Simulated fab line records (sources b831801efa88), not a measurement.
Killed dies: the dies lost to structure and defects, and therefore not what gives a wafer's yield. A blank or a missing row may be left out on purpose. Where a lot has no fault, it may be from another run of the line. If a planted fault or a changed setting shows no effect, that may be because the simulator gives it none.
A single fault, viewed from 2 desks / flow gf180mcu / what lay behind the numbers comes last; until then each desk has only its own

## METROLOGY DESK
Lot by lot, what the gauges showed, no matter which tool ran the lot: averages of those sampled wafers that carry a number. Any lot whose mean is over 4 standard deviations away from the usual mean is out of limits and marked OUT; that distance is given in the brackets.
Columns: A = TOP_METAL_OVL at GF_TOP_METAL_OVL_MEAS_15, usual 0.4 nm; B = PASSIVATION_CVD_02_THK at GF_PASSIVATION_THK_MEAS_03, usual 702 nm; C = PASSIVATION_BOW at GF_PASSIVATION_BOW_MEAS_14, usual 133 um
lot=L250; first seen here=day 28 05:32; A=-0.4; B=701; C=122
lot=L251; first seen here=day 28 12:50; A=-0.3; B=703; C=121
lot=L252; first seen here=day 28 22:55; A=-1.6; B=696; C=138
lot=L257; first seen here=day 30 00:20; A=1.1; B=703; C=131
lot=L258; first seen here=day 30 11:02; A=1.5; B=701; C=134
lot=L265; first seen here=day 32 05:28; A=0.5; B=687; C=127
lot=L266; first seen here=day 32 08:37; A=1.2; B=706; C=139
lot=L267; first seen here=day 32 21:02; A=-1.6; B=705; C=124
lot=L268; first seen here=day 33 02:13; A=0.4; B=706; C=136
lot=L269; first seen here=day 33 08:26; A=1.5; B=709; C=139
lot=L270; first seen here=day 33 19:19; A=1.3; B=699; C=148
lot=L272; first seen here=day 34 02:44; A=-0.4; B=695; C=128
lot=L271; first seen here=day 34 04:34; A=0.4; B=703; C=133
lot=L273; first seen here=day 34 11:11; A=-0.0; B=699; C=135
This desk's finding: nothing out of limits on any of the 14 lots.

## DESK OF THE TOOL OWNER: pvd sputter-03
The tool's own readings at GF_M4_SPUTTER_03 (material Ti, target thk 10 nm, time 6.7 s): means of the sampled wafers that have a number, for each lot that ran on this tool. Any lot whose mean is over 4 standard deviations away from the usual mean is out of limits and marked OUT; that distance is given in the brackets.
Columns: A = throttle valve pct at GF_M4_SPUTTER_03, usual 29.8 %
lot=L252; first seen here=day 23 08:18; A=30.6
lot=L257; first seen here=day 24 14:16; A=30.5
lot=L258; first seen here=day 25 02:20; A=30.0
lot=L268; first seen here=day 28 10:35; A=30.2
lot=L273; first seen here=day 29 23:24; A=29.6
This desk's finding: nothing out of limits on any of the 5 lots.

## PUT TOGETHER
The metrology desk saw nothing out of limits.
Nothing out of limits was seen by the tool owner's desk.

## WHAT THE SIMULATOR PUT IN
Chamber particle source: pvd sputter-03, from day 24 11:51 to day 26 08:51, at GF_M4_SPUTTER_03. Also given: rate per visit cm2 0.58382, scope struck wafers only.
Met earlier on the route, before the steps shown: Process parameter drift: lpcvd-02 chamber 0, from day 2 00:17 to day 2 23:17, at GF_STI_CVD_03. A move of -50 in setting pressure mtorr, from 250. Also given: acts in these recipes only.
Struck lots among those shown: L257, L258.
